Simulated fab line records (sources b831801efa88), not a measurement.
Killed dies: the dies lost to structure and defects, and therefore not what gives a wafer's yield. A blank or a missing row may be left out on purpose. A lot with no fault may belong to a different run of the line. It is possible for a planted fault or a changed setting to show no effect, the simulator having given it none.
Which of the tools did it?    flow sky130    7 lots with 21 wafers sampled at 2 steps, on a route of 708 steps

WHAT EACH GAUGE READ, for each wafer
SKY_VIA4_THK_MEAS_01.
lot   measured      on            VIA4_HDPCVD_THK (nm)
L591  day 42 02:18  filmMetro-02  1779 1763 1780
L595  day 44 01:00  filmMetro-03  1742 1720 1724
L599  day 45 04:14  filmMetro-01  1760 1762 1782
L606  day 46 12:07  filmMetro-03  1743 1743 1727
L608  day 46 17:42  filmMetro-01  1747 1725 1757
L611  day 47 18:58  filmMetro-03  1750 1764 1757
L613  day 47 20:19  filmMetro-02  1739 1727 1725

EACH LOT AND THE TOOL THAT RAN IT (in order: tool; ch and the chambers of the sampled wafers; start)
lot   SKY_CAP2M_CLEAN_17
L591  wetBench-04 ch 1, day 41 01:26
L595  wetBench-01 ch 0, day 43 00:52
L599  wetBench-01 ch 1, day 44 04:10
L606  wetBench-01 ch 2, day 45 14:05
L608  wetBench-01 ch 2, day 45 19:53
L611  wetBench-03 ch 3, day 46 21:46
L613  wetBench-03 ch 2, day 46 22:45
- SKY_CAP2M_CLEAN_17: cleans in O3/DIW.

THE ANSWER, worked out from the rows above alone
Rule: the usual values come from the lots themselves. The widest of any qualifying gaps counts: lots, ordered by their means at a reading, are off when they make up no more than a third of the lots, leave a main group of 4 or more, and stand apart from it by 3 or more times the standard deviation of that group's means. The tables above print the reading to a certain number of digits; a main group whose means all agree to those digits is not used. A lot without any number at a reading at which 4 lots or more have one is off too. The other lots that the step has rows for count as sound.
No lot is off on any of the readings shown, so nothing can be concluded from this.

WHAT WAS PUT IN BY THE SIMULATOR
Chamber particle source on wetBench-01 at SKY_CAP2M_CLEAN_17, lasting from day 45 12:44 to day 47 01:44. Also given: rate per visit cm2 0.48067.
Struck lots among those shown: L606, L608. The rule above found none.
